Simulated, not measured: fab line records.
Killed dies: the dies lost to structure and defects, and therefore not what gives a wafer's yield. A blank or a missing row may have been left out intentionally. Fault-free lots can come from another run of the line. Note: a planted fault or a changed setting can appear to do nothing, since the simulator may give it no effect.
fab line records	flow sky130
record: lots: 14	wafers: 41	last-day: 51
route steps=708 shown SD_N@358 LOCAL_INTERCONNECT@398 CONTACT@408 PAD_OPEN@708
lots that met no fault: from a run of the same line without faults
start-h: start of the lot's first displayed wafer, in hours after the record's first day	wait-h: hours from the lot's prior step to this one	" unchanged from the row above	L1.1+2: a single row standing in for several wafers	- value missing, or start not given	* or withheld: withheld	< > ~ a bound
route shown NAME@n: names a module that has steps shown in the file, with the first one's number in the route	usual: average and standard deviation across the fault-free wafers	same: alike in all rows	chamber/n: place in a boat	sites: each site's reading	_std_site: standard deviation of those values	_edge_site: the outer-site mean with the inner-site mean subtracted	radius-mm: how far each site lies from the wafer's centre	mask NAME#n: copy n	behind: the last tool/chamber to shape the wafer	hold: why the lot was held/for how many hours/how that ended	device: the transistor (n, p or np) that didn't switch	end of line: tests run on the same wafers once the route is complete	step lacking rows: just its recipe	killed: not the wafer's yield, but the dies lost to structure and defects at the first sort	map: per-die view of a wafer (x killed, . not killed, _ where there is no die)
set.NAME: setting as actually run; set.NAME@STEP: the setting as run at that earlier step	model.NAME: the simulator's own value behind a step, which no gauge read
the route's steps for a sample of lots (tables are steps, rows are wafers)
services: the hour from which a tool's chamber was out of use, counted from the record's first day as start-h (under 0 if before that day), plus the number of hours and why
== steps ==
step: SKY_SD_N_RS_MEAS_16
recipe: thk-meas-gauge: four-point-probe
usual: SD_N_RS: 68.57/0.12
lot.wafer	tool	chamber	start-h	wait-h	SD_N_RS[ohm/sq]
L908.1	film-metro-04	-	649.36	0.1	68.30
L908.3	"	-	"	"	68.53
L908.6	"	-	"	"	68.34
L910.1	film-metro-04	-	666.11	0.1	68.65
L910.3	"	-	"	"	68.85
L910.5	"	-	"	"	68.62
L912.2	film-metro-03	-	679.87	0.1	68.51
L912.5	"	-	"	"	68.58
L912.6	"	-	"	"	68.71
L913.2	film-metro-03	-	689.12	0.1	68.55
L913.5	"	-	"	"	68.51
L913.6	"	-	"	"	68.62
L914.2	film-metro-02	-	704.17	0.1	68.69
L914.4	"	-	"	"	68.82
L914.6	"	-	"	"	68.61
L916.2	film-metro-03	-	722.62	0.1	68.65
L916.4	"	-	"	"	68.46
L916.6	"	-	"	"	68.52
L917.1	film-metro-04	-	729.05	0.1	68.56
L917.3	"	-	"	"	68.59
L917.5	"	-	"	"	68.44
L918.1	film-metro-02	-	739.15	0.1	68.26
L918.5	"	-	"	"	68.41
L918.6	"	-	"	"	68.39
L919.1	film-metro-03	-	744.73	0.1	68.41
L919.5	"	-	"	"	68.54
L919.6	"	-	"	"	68.39
L920.1	film-metro-02	-	754.56	0.1	68.68
L920.4	"	-	"	"	68.53
L920.5	"	-	"	"	68.84
L922.2	film-metro-02	-	768.08	0.1	68.60
L922.3	"	-	"	"	68.61
L922.5	"	-	"	"	68.65
L923.2	film-metro-04	-	780.57	0.1	68.38
L923.3	"	-	"	"	68.58
L930.1	film-metro-02	-	833.61	0.1	68.51
L930.3	"	-	"	"	68.67
L930.6	"	-	"	"	68.88
L931.4	film-metro-04	-	844.17	0.1	68.56
L931.5	"	-	"	"	68.38
L931.6	"	-	"	"	68.60
step: SKY_LOCAL_INTERCONNECT_CD_MEAS_11
recipe: target-cd-nm: 170
usual: cd-nm: 169.9/1.3
lot.wafer	tool	chamber	start-h	wait-h	cd-nm
L908.1	cd-sem-01	-	708.67	-	168.4
L908.3	"	-	"	"	168.8
L908.6	"	-	"	"	171.2
L910.1	cd-sem-01	-	725.32	-	171.7
L910.3	"	-	"	"	173.0
L910.5	"	-	"	"	171.8
L912.2	cd-sem-02	-	738.48	-	170.4
L912.5	"	-	"	"	170.4
L912.6	"	-	"	"	169.7
L913.2	cd-sem-01	-	747.93	-	168.6
L913.5	"	-	"	"	168.8
L913.6	"	-	"	"	167.3
L914.2	cd-sem-02	-	762.33	-	171.3
L914.4	"	-	"	"	171.8
L914.6	"	-	"	"	172.1
L916.2	cd-sem-01	-	779.08	-	170.2
L916.4	"	-	"	"	169.2
L916.6	"	-	"	"	170.8
L917.1	cd-sem-01	-	786.42	-	168.8
L917.3	"	-	"	"	170.1
L917.5	"	-	"	"	169.0
L918.1	cd-sem-01	-	796.46	-	170.4
L918.5	"	-	"	"	170.7
L918.6	"	-	"	"	170.4
L919.1	cd-sem-01	-	801.46	-	171.1
L919.5	"	-	"	"	171.0
L919.6	"	-	"	"	170.4
L920.1	cd-sem-01	-	811.67	-	169.1
L920.4	"	-	"	"	170.1
L920.5	"	-	"	"	168.7
L922.2	cd-sem-01	-	824.14	-	168.7
L922.3	"	-	"	"	167.8
L922.5	"	-	"	"	168.7
L923.2	cd-sem-01	-	836.53	-	171.4
L923.3	"	-	"	"	171.4
L930.1	cd-sem-01	-	889.62	-	168.5
L930.3	"	-	"	"	169.3
L930.6	"	-	"	"	170.4
L931.4	cd-sem-02	-	899.43	-	169.5
L931.5	"	-	"	"	169.1
L931.6	"	-	"	"	170.0
step: SKY_CONTACT_HDPCVD_02
recipe: material: SiO2	target-thk-nm: 565	sigma-open-frac: 0.3	time-s: 94.2	temp-c: 600	sih4-flow-sccm: 60	pressure-mtorr: 6
usual: run-length-s: 122.1/0.57
lot.wafer	tool	chamber	start-h	wait-h	run-length-s
L908.1	hdpcvd-02	1	709.62	0.1	120.9
L908.3	"	2	"	"	122.3
L908.6	"	0	"	"	121.2
L910.1	hdpcvd-02	1	726.28	0.1	121.0
L910.3	"	2	"	"	122.4
L910.5	"	2	"	"	123.2
L912.2	hdpcvd-02	2	739.42	0.0	122.5
L912.5	"	0	"	"	121.1
L912.6	"	2	"	"	122.1
L913.2	hdpcvd-02	0	748.90	0.0	121.1
L913.5	"	2	"	"	122.2
L913.6	"	0	"	"	121.4
L914.2	hdpcvd-01	2	763.32	0.0	122.7
L914.4	"	1	"	"	122.1
L914.6	"	2	"	"	122.3
L916.2	hdpcvd-01	2	780.03	0.0	122.5
L916.4	"	0	"	"	122.7
L916.6	"	1	"	"	122.7
L917.1	hdpcvd-01	1	787.42	0.1	122.1
L917.3	"	0	"	"	122.3
L917.5	"	0	"	"	121.7
L918.1	hdpcvd-01	2	797.41	0.1	122.5
L918.5	"	0	"	"	122.3
L918.6	"	2	"	"	122.3
L919.1	hdpcvd-01	1	802.41	0.1	119.4
L919.5	"	2	"	"	122.7
L919.6	"	0	"	"	121.9
L920.1	hdpcvd-02	0	812.63	0.1	121.9
L920.4	"	2	"	"	122.5
L920.5	"	0	"	"	122.0
L922.2	hdpcvd-01	0	825.10	0.0	121.7
L922.3	"	2	"	"	120.3
L922.5	"	0	"	"	122.5
L923.2	hdpcvd-01	1	837.47	0.0	122.1
L923.3	"	2	"	"	119.4
L930.1	hdpcvd-01	2	890.66	0.1	123.1
L930.3	"	0	"	"	121.7
L930.6	"	2	"	"	122.6
L931.4	hdpcvd-02	2	900.37	0.1	122.9
L931.5	"	0	"	"	121.4
L931.6	"	1	"	"	121.9
step: SKY_CONTACT_THK_MEAS_03
recipe: reads: SiO2_of_CONTACT_HDPCVD_02
usual: CONTACT_HDPCVD_THK: 566/6.3
lot.wafer	tool	chamber	start-h	wait-h	CONTACT_HDPCVD_THK[nm]
L908.1	film-metro-04	-	709.69	0.0	569
L908.3	"	-	"	"	561
L908.6	"	-	"	"	575
L910.1	film-metro-01	-	726.35	0.0	566
L910.3	"	-	"	"	556
L910.5	"	-	"	"	552
L912.2	film-metro-02	-	739.58	0.1	557
L912.5	"	-	"	"	570
L912.6	"	-	"	"	557
L913.2	film-metro-02	-	748.98	0.0	564
L913.5	"	-	"	"	553
L913.6	"	-	"	"	560
L914.2	film-metro-02	-	763.40	0.0	562
L914.4	"	-	"	"	576
L914.6	"	-	"	"	562
L916.2	film-metro-01	-	780.11	0.0	552
L916.4	"	-	"	"	561
L916.6	"	-	"	"	561
L917.1	film-metro-01	-	787.49	0.0	575
L917.3	"	-	"	"	566
L917.5	"	-	"	"	566
L918.1	film-metro-02	-	797.48	0.0	563
L918.5	"	-	"	"	569
L918.6	"	-	"	"	558
L919.1	film-metro-02	-	802.48	0.0	554
L919.5	"	-	"	"	555
L919.6	"	-	"	"	560
L920.1	film-metro-04	-	812.69	0.0	573
L920.4	"	-	"	"	563
L920.5	"	-	"	"	574
L922.2	film-metro-02	-	825.18	0.0	569
L922.3	"	-	"	"	552
L922.5	"	-	"	"	568
L923.2	film-metro-02	-	837.55	0.0	561
L923.3	"	-	"	"	540
L930.1	film-metro-02	-	890.73	0.0	561
L930.3	"	-	"	"	564
L930.6	"	-	"	"	567
L931.4	film-metro-04	-	900.44	0.0	562
L931.5	"	-	"	"	571
L931.6	"	-	"	"	566
step: SKY_CONTACT_CD_MEAS_14
recipe: target-cd-nm: 170
usual: cd-nm: 170.5/1.4
lot.wafer	tool	chamber	start-h	wait-h	cd-nm
L908.1	cd-sem-02	-	737.76	-	172.8
L908.3	"	-	"	"	172.2
L908.6	"	-	"	"	172.2
L910.1	cd-sem-02	-	754.86	-	171.9
L910.3	"	-	"	"	171.3
L910.5	"	-	"	"	171.3
L912.2	cd-sem-02	-	768.29	-	171.7
L912.5	"	-	"	"	170.0
L912.6	"	-	"	"	171.2
L913.2	cd-sem-01	-	777.28	-	170.6
L913.5	"	-	"	"	169.7
L913.6	"	-	"	"	169.7
L914.2	cd-sem-01	-	790.89	-	170.8
L914.4	"	-	"	"	171.1
L914.6	"	-	"	"	170.8
L916.2	cd-sem-02	-	807.93	-	169.5
L916.4	"	-	"	"	170.8
L916.6	"	-	"	"	170.3
L917.1	cd-sem-02	-	814.12	-	170.5
L917.3	"	-	"	"	170.9
L917.5	"	-	"	"	171.7
L918.1	cd-sem-02	-	824.91	-	168.1
L918.5	"	-	"	"	169.6
L918.6	"	-	"	"	169.4
L919.1	cd-sem-01	-	829.61	-	172.2
L919.5	"	-	"	"	170.6
L919.6	"	-	"	"	171.4
L920.1	cd-sem-02	-	839.36	-	168.7
L920.4	"	-	"	"	169.2
L920.5	"	-	"	"	169.3
L922.2	cd-sem-01	-	852.28	-	170.9
L922.3	"	-	"	"	171.4
L922.5	"	-	"	"	169.5
L923.2	cd-sem-01	-	865.29	-	173.3
L923.3	"	-	"	"	173.9
L930.1	cd-sem-01	-	917.31	-	170.7
L930.3	"	-	"	"	169.8
L930.6	"	-	"	"	171.1
L931.4	cd-sem-01	-	926.02	-	168.7
L931.5	"	-	"	"	169.7
L931.6	"	-	"	"	169.2
step: SKY_PAD_OPEN_PROBE_99
usual: killed_at_M0_to_M3: 43/6	killed_at_M4_up: 3.2/1.9	killed-at-contacts: 25/5.4	killed-at-front-end: 15/4.5	killed-at-other: 0.3/0.59	killed-dies: 87/8.7	killed-open: 47/6.7	killed-short: 39/5.7
same: gross-dies: 492	killed-at-back-side: 0
lot.wafer	tool	chamber	start-h	wait-h	killed_at_M0_to_M3	killed_at_M4_up	killed-at-contacts	killed-at-front-end	killed-at-other	killed-dies	killed-open	killed-short
L908.1	prober-01	-	1084.69	0.1	29	4	19	21	2	75	36	37
L908.3	prober-01	-	1084.79	0.2	38	3	26	10	0	77	36	41
L908.6	prober-01	-	1084.94	0.2	43	3	26	20	0	92	50	42
L910.1	prober-01	-	1095.25	0.1	40	2	22	24	0	88	52	36
L910.3	prober-01	-	1095.35	0.2	40	2	34	23	0	99	55	43
L910.5	prober-01	-	1095.45	0.2	39	1	26	15	1	82	46	35
L912.2	prober-01	-	1106.32	0.1	41	1	25	13	0	80	46	33
L912.5	prober-01	-	1106.47	0.2	55	5	21	16	0	97	57	40
L912.6	prober-01	-	1106.52	0.2	45	3	29	11	0	88	48	40
L913.2	prober-02	-	1108.95	0.1	31	3	30	15	0	79	48	31
L913.5	prober-02	-	1109.10	0.2	45	1	32	22	0	100	58	42
L913.6	prober-02	-	1109.15	0.2	42	1	27	18	0	88	44	44
L914.2	prober-01	-	1120.69	0.1	44	3	11	14	0	72	42	30
L914.4	prober-01	-	1120.79	0.2	38	2	24	20	1	85	48	37
L914.6	prober-01	-	1120.89	0.2	51	7	18	11	0	87	42	45
L916.2	prober-01	-	1135.46	0.1	38	1	24	19	0	82	41	41
L916.4	prober-01	-	1135.56	0.2	34	1	26	17	1	79	38	41
L916.6	prober-01	-	1135.66	0.2	45	6	36	20	0	107	58	49
L917.1	prober-02	-	1140.06	0.1	36	4	22	12	0	74	38	36
L917.3	prober-02	-	1140.16	0.2	43	1	31	15	1	91	60	31
L917.5	prober-02	-	1140.26	0.2	41	1	16	18	0	76	43	33
L918.1	prober-01	-	1159.23	0.1	36	2	36	10	1	85	50	35
L918.5	prober-01	-	1159.43	0.2	50	7	33	12	0	102	53	49
L918.6	prober-01	-	1159.48	0.2	42	4	21	13	0	80	46	34
L919.1	prober-02	-	1159.99	0.1	51	1	16	14	0	82	50	31
L919.5	prober-02	-	1160.19	0.2	42	3	20	12	0	77	45	32
L919.6	prober-02	-	1160.24	0.2	46	2	17	18	0	83	41	42
L920.1	prober-01	-	1160.73	0.1	35	3	21	10	0	69	39	30
L920.4	prober-01	-	1160.88	0.2	56	4	30	17	0	107	53	54
L920.5	prober-01	-	1160.93	0.2	42	5	25	14	0	86	43	43
L922.2	prober-01	-	1166.48	0.1	49	1	30	16	0	96	64	31
L922.3	prober-01	-	1166.53	0.2	41	5	27	10	2	85	47	37
L922.5	prober-01	-	1166.63	0.2	35	3	25	24	0	87	47	40
L923.2	prober-02	-	1176.14	0.1	47	4	21	12	0	84	49	34
L923.3	prober-02	-	1176.19	0.2	46	2	23	12	1	84	45	37
L930.1	prober-01	-	1210.09	0.1	35	7	19	10	0	71	38	33
L930.3	prober-01	-	1210.19	0.2	48	5	29	11	0	93	59	34
L930.6	prober-01	-	1210.34	0.2	47	4	23	15	0	89	52	37
L931.4	prober-02	-	1213.59	0.2	41	3	18	17	0	79	42	37
L931.5	prober-02	-	1213.64	0.2	41	3	30	16	0	90	42	48
L931.6	prober-02	-	1213.69	0.2	65	2	28	11	0	106	64	42
killed by level:class
L908.1 FIELD_ISO:geometric-particle:short=7 VIA1:geometric-particle:open=7 METAL2:geometric-particle:short=7 LI_CONTACT:geometric-particle:open=5 METAL1:geometric-particle:short=5 POLY_GATE:geometric-particle:open=4 LOCAL_INTERCONNECT:geometric-particle:short=4 CONTACT:geometric-particle:short=4
L908.3 LI_CONTACT:geometric-particle:open=10 CONTACT:geometric-particle:short=8 VIA2:geometric-particle:open=6 VIA1:geometric-particle:open=6 VIA3:geometric-particle:open=4 POLY_GATE:geometric-particle:short=4 METAL1:geometric-particle:short=4 METAL3:geometric-particle:short=4
L908.6 CONTACT:geometric-particle:open=12 VIA1:geometric-particle:open=9 FIELD_ISO:geometric-particle:short=8 VIA3:geometric-particle:open=7 LI_CONTACT:geometric-particle:open=6 VIA1:geometric-particle:short=5 METAL2:geometric-particle:short=5 VIA2:geometric-particle:open=5
L910.1 CONTACT:geometric-particle:open=10 VIA1:geometric-particle:open=10 FIELD_ISO:geometric-particle:open=8 LI_CONTACT:geometric-particle:open=6 METAL2:geometric-particle:short=6 VIA3:geometric-particle:open=6 FIELD_ISO:geometric-particle:short=5 METAL1:geometric-particle:short=4
L910.3 CONTACT:geometric-particle:open=13 CONTACT:geometric-particle:short=10 VIA1:geometric-particle:short=8 LI_CONTACT:geometric-particle:open=7 FIELD_ISO:geometric-particle:open=6 METAL2:geometric-particle:short=6 VIA2:geometric-particle:open=6 FIELD_ISO:geometric-particle:short=5
L910.5 VIA1:geometric-particle:open=9 CONTACT:geometric-particle:open=8 CONTACT:geometric-particle:short=7 VIA3:geometric-particle:open=6 FIELD_ISO:geometric-particle:short=5 LI_CONTACT:geometric-particle:open=5 METAL2:geometric-particle:short=5 VIA2:geometric-particle:open=5
L912.2 CONTACT:geometric-particle:open=10 VIA1:geometric-particle:open=8 VIA3:geometric-particle:open=7 LI_CONTACT:geometric-particle:open=7 METAL1:geometric-particle:short=7 POLY_GATE:geometric-particle:open=5 LI_CONTACT:geometric-particle:short=5 VIA1:geometric-particle:short=5
L912.5 VIA1:geometric-particle:open=16 VIA3:geometric-particle:open=11 CONTACT:geometric-particle:open=7 VIA2:geometric-particle:open=7 CONTACT:geometric-particle:short=6 LI_CONTACT:geometric-particle:open=5 VIA2:geometric-particle:short=5 FIELD_ISO:geometric-particle:open=4
L912.6 LI_CONTACT:geometric-particle:open=11 VIA1:geometric-particle:open=10 VIA3:geometric-particle:open=9 VIA1:geometric-particle:short=7 CONTACT:geometric-particle:open=6 CONTACT:geometric-particle:short=5 METAL3:geometric-particle:short=5 LOCAL_INTERCONNECT:geometric-particle:short=4
L913.2 CONTACT:geometric-particle:open=10 VIA1:geometric-particle:open=9 LI_CONTACT:geometric-particle:open=8 VIA3:geometric-particle:open=7 POLY_GATE:geometric-particle:open=6 CONTACT:geometric-particle:short=5 LI_CONTACT:geometric-particle:short=4 FIELD_ISO:geometric-particle:open=3
L913.5 CONTACT:geometric-particle:open=13 VIA1:geometric-particle:short=8 VIA2:geometric-particle:open=8 FIELD_ISO:geometric-particle:open=7 LI_CONTACT:geometric-particle:short=7 LI_CONTACT:geometric-particle:open=7 VIA1:geometric-particle:open=7 POLY_GATE:geometric-particle:open=6
L913.6 CONTACT:geometric-particle:open=12 LI_CONTACT:geometric-particle:open=7 FIELD_ISO:geometric-particle:short=6 METAL2:geometric-particle:short=6 VIA2:geometric-particle:open=6 METAL3:geometric-particle:short=5 METAL1:geometric-particle:short=5 VIA1:geometric-particle:open=5
L914.2 VIA1:geometric-particle:open=11 POLY_GATE:geometric-particle:open=6 VIA2:geometric-particle:open=6 VIA1:geometric-particle:short=5 CONTACT:geometric-particle:open=4 METAL1:geometric-particle:short=4 POLY_GATE:geometric-particle:short=3 LI_CONTACT:geometric-particle:open=3
L914.4 POLY_GATE:geometric-particle:open=8 CONTACT:geometric-particle:open=7 VIA1:geometric-particle:open=7 LI_CONTACT:geometric-particle:open=6 VIA1:geometric-particle:short=6 METAL2:geometric-particle:short=5 VIA3:geometric-particle:open=5 FIELD_ISO:geometric-particle:short=4
L914.6 VIA1:geometric-particle:open=12 POLY_GATE:geometric-particle:short=8 CONTACT:geometric-particle:open=8 METAL2:geometric-particle:short=7 METAL1:geometric-particle:short=7 VIA3:geometric-particle:open=7 VIA3:geometric-particle:short=6 LI_CONTACT:geometric-particle:open=4
L916.2 CONTACT:geometric-particle:open=8 FIELD_ISO:geometric-particle:short=7 METAL2:geometric-particle:short=6 LI_CONTACT:geometric-particle:open=6 LOCAL_INTERCONNECT:geometric-particle:short=5 VIA1:geometric-particle:open=5 FIELD_ISO:geometric-particle:open=4 CONTACT:geometric-particle:short=4
L916.4 CONTACT:geometric-particle:short=7 CONTACT:geometric-particle:open=7 VIA3:geometric-particle:open=6 LI_CONTACT:geometric-particle:open=5 VIA2:geometric-particle:open=5 FIELD_ISO:geometric-particle:open=4 LOCAL_INTERCONNECT:geometric-particle:short=4 POLY_GATE:geometric-particle:short=4
L916.6 CONTACT:geometric-particle:open=11 VIA2:geometric-particle:open=10 VIA1:geometric-particle:open=9 FIELD_ISO:geometric-particle:open=7 LI_CONTACT:geometric-particle:open=7 METAL2:geometric-particle:short=7 LOCAL_INTERCONNECT:geometric-particle:short=6 CONTACT:geometric-particle:short=6
L917.1 VIA1:geometric-particle:open=12 CONTACT:geometric-particle:open=9 VIA2:geometric-particle:open=6 LI_CONTACT:geometric-particle:open=5 POLY_GATE:geometric-particle:short=4 METAL4:geometric-particle:short=4 METAL2:geometric-particle:short=4 FIELD_ISO:geometric-particle:short=3
L917.3 CONTACT:geometric-particle:open=14 VIA1:geometric-particle:open=13 LI_CONTACT:geometric-particle:open=9 VIA2:geometric-particle:open=8 METAL1:geometric-particle:short=7 FIELD_ISO:geometric-particle:open=6 VIA3:geometric-particle:open=5 LOCAL_INTERCONNECT:geometric-particle:short=4
L917.5 VIA1:geometric-particle:open=10 FIELD_ISO:geometric-particle:short=8 VIA3:geometric-particle:open=7 METAL2:geometric-particle:short=7 FIELD_ISO:geometric-particle:open=6 LI_CONTACT:geometric-particle:open=5 VIA2:geometric-particle:short=5 CONTACT:geometric-particle:open=5
L918.1 LI_CONTACT:geometric-particle:open=13 CONTACT:geometric-particle:open=8 VIA1:geometric-particle:open=7 LOCAL_INTERCONNECT:geometric-particle:short=6 CONTACT:geometric-particle:short=6 METAL1:geometric-particle:short=6 VIA3:geometric-particle:open=6 VIA2:geometric-particle:open=5
L918.5 VIA1:geometric-particle:open=12 VIA2:geometric-particle:open=11 CONTACT:geometric-particle:open=11 LOCAL_INTERCONNECT:geometric-particle:short=6 METAL1:geometric-particle:short=6 LI_CONTACT:geometric-particle:short=5 CONTACT:geometric-particle:short=5 VIA1:geometric-particle:short=5
L918.6 VIA1:geometric-particle:open=11 VIA3:geometric-particle:open=8 CONTACT:geometric-particle:short=6 CONTACT:geometric-particle:open=5 METAL1:geometric-particle:short=5 LI_CONTACT:geometric-particle:open=4 LOCAL_INTERCONNECT:geometric-particle:short=4 VIA1:geometric-particle:short=4
L919.1 VIA1:geometric-particle:open=11 VIA2:geometric-particle:open=10 METAL2:geometric-particle:short=7 VIA3:geometric-particle:open=7 LI_CONTACT:geometric-particle:open=6 CONTACT:geometric-particle:open=6 FIELD_ISO:geometric-particle:open=5 FIELD_ISO:geometric-particle:short=5
L919.5 VIA3:geometric-particle:open=7 VIA2:geometric-particle:open=7 VIA1:geometric-particle:open=7 LI_CONTACT:geometric-particle:open=6 CONTACT:geometric-particle:open=6 CONTACT:geometric-particle:short=5 VIA2:geometric-particle:short=5 POLY_GATE:geometric-particle:open=4
L919.6 METAL2:geometric-particle:short=10 VIA3:geometric-particle:open=7 METAL1:geometric-particle:short=7 VIA1:geometric-particle:open=7 LI_CONTACT:geometric-particle:open=5 VIA2:geometric-particle:open=5 POLY_GATE:geometric-particle:short=4 CONTACT:geometric-particle:short=4
L920.1 LI_CONTACT:geometric-particle:open=8 VIA1:geometric-particle:open=8 CONTACT:geometric-particle:open=5 METAL2:geometric-particle:short=5 FIELD_ISO:geometric-particle:open=4 LOCAL_INTERCONNECT:geometric-particle:short=4 CONTACT:geometric-particle:short=4 VIA2:geometric-particle:open=4
L920.4 METAL2:geometric-particle:short=11 CONTACT:geometric-particle:open=10 METAL1:geometric-particle:short=9 VIA1:geometric-particle:open=9 LI_CONTACT:geometric-particle:open=8 VIA3:geometric-particle:open=8 FIELD_ISO:geometric-particle:open=6 FIELD_ISO:geometric-particle:short=6
L920.5 CONTACT:geometric-particle:open=9 VIA1:geometric-particle:open=9 LOCAL_INTERCONNECT:geometric-particle:short=6 VIA1:geometric-particle:short=6 VIA2:geometric-particle:open=6 FIELD_ISO:geometric-particle:short=5 METAL1:geometric-particle:short=5 METAL2:geometric-particle:short=4
L922.2 CONTACT:geometric-particle:open=17 VIA1:geometric-particle:open=12 VIA2:geometric-particle:open=8 VIA3:geometric-particle:open=8 FIELD_ISO:geometric-particle:open=4 POLY_GATE:geometric-particle:open=4 LI_CONTACT:geometric-particle:open=4 CONTACT:geometric-particle:short=4
L922.3 VIA1:geometric-particle:open=12 CONTACT:geometric-particle:open=9 CONTACT:geometric-particle:short=7 LI_CONTACT:geometric-particle:open=6 METAL1:geometric-particle:short=6 VIA2:geometric-particle:open=6 VIA1:geometric-particle:short=4 VIA3:geometric-particle:open=4
L922.5 CONTACT:geometric-particle:open=10 VIA1:geometric-particle:open=9 POLY_GATE:geometric-particle:open=6 CONTACT:geometric-particle:short=6 METAL1:geometric-particle:short=6 FIELD_ISO:geometric-particle:short=5 POLY_GATE:geometric-particle:short=5 FIELD_ISO:geometric-particle:open=4
L923.2 CONTACT:geometric-particle:open=13 VIA1:geometric-particle:open=12 VIA2:geometric-particle:open=10 VIA1:geometric-particle:short=6 POLY_GATE:geometric-particle:open=4 METAL1:geometric-particle:short=4 CONTACT:geometric-particle:short=4 METAL1:geometric-particle:open=4
L923.3 VIA1:geometric-particle:open=16 LOCAL_INTERCONNECT:geometric-particle:short=7 VIA2:geometric-particle:open=7 CONTACT:geometric-particle:short=5 VIA3:geometric-particle:open=5 LI_CONTACT:geometric-particle:short=4 CONTACT:geometric-particle:open=4 VIA1:geometric-particle:short=4
L930.1 VIA1:geometric-particle:open=10 CONTACT:geometric-particle:open=7 METAL1:geometric-particle:short=7 VIA2:geometric-particle:open=5 METAL4:geometric-particle:short=5 LI_CONTACT:geometric-particle:open=4 CONTACT:geometric-particle:short=4 FIELD_ISO:geometric-particle:short=3
L930.3 CONTACT:geometric-particle:open=13 VIA1:geometric-particle:open=12 POLY_GATE:geometric-particle:open=8 LI_CONTACT:geometric-particle:open=8 VIA1:geometric-particle:short=8 VIA2:geometric-particle:open=8 METAL1:geometric-particle:short=5 LOCAL_INTERCONNECT:geometric-particle:short=5
L930.6 VIA1:geometric-particle:open=15 CONTACT:geometric-particle:open=9 VIA3:geometric-particle:open=9 METAL1:geometric-particle:short=6 POLY_GATE:geometric-particle:open=5 LI_CONTACT:geometric-particle:open=5 VIA1:geometric-particle:short=5 VIA2:geometric-particle:open=5
L931.4 VIA1:geometric-particle:open=11 CONTACT:geometric-particle:open=7 METAL1:geometric-particle:short=6 VIA2:geometric-particle:open=6 POLY_GATE:geometric-particle:short=5 CONTACT:geometric-particle:short=5 VIA3:geometric-particle:open=4 VIA1:geometric-particle:short=4
L931.5 CONTACT:geometric-particle:short=11 CONTACT:geometric-particle:open=9 FIELD_ISO:geometric-particle:short=8 VIA1:geometric-particle:open=8 LI_CONTACT:geometric-particle:open=7 METAL2:geometric-particle:short=7 VIA2:geometric-particle:open=5 METAL1:geometric-particle:short=4
L931.6 VIA1:geometric-particle:open=17 METAL2:geometric-particle:short=12 CONTACT:geometric-particle:open=10 LI_CONTACT:geometric-particle:open=8 VIA3:geometric-particle:open=8 VIA2:geometric-particle:short=6 METAL1:geometric-particle:short=5 LOCAL_INTERCONNECT:geometric-particle:short=4
== services ==
tool	chamber	start-h	hours	kind
hdpcvd-01	-	688.03	1.8	repair
hdpcvd-02	2	785.13	23.3	repair
hdpcvd-02	-	850.63	2.8	pm
== key ==
first-sign: step: SKY_CONTACT_HDPCVD_02	reading: run-length-s	direction: down	sigmas: 4.1	usual: *	struck: *
effect: step: SKY_CONTACT_THK_MEAS_03	reading: CONTACT_HDPCVD_THK	direction: down	sigmas: 2.7	usual: 566	struck: 549
met-at SKY_CONTACT_HDPCVD_02
struck-lots L919,L922,L923
struck-wafers L919.1,L922.3,L923.3
tester-left-out L919,L922,L923
not-acting-at SKY_SD_N_RS_MEAS_16,SKY_LOCAL_INTERCONNECT_CD_MEAS_11,SKY_CONTACT_CD_MEAS_14
onset-between 797.41 802.41
fault: kind: process-parameter-drift	tool: hdpcvd-01	chamber: -	onset-h: 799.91	steps: SKY_CONTACT_HDPCVD_02	channel: time-s	offset: *	shape: step	end-h: 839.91	scope: struck-wafers-only	acts-in: *	stated: *
tester-left-out: of these lots the tester's yield and bins aren't shown, on N5 and GAA mostly nor the transistor test; their killed dies are dies lost to structure and defects alone, not to doping, threshold or leakage, so they don't give the yield
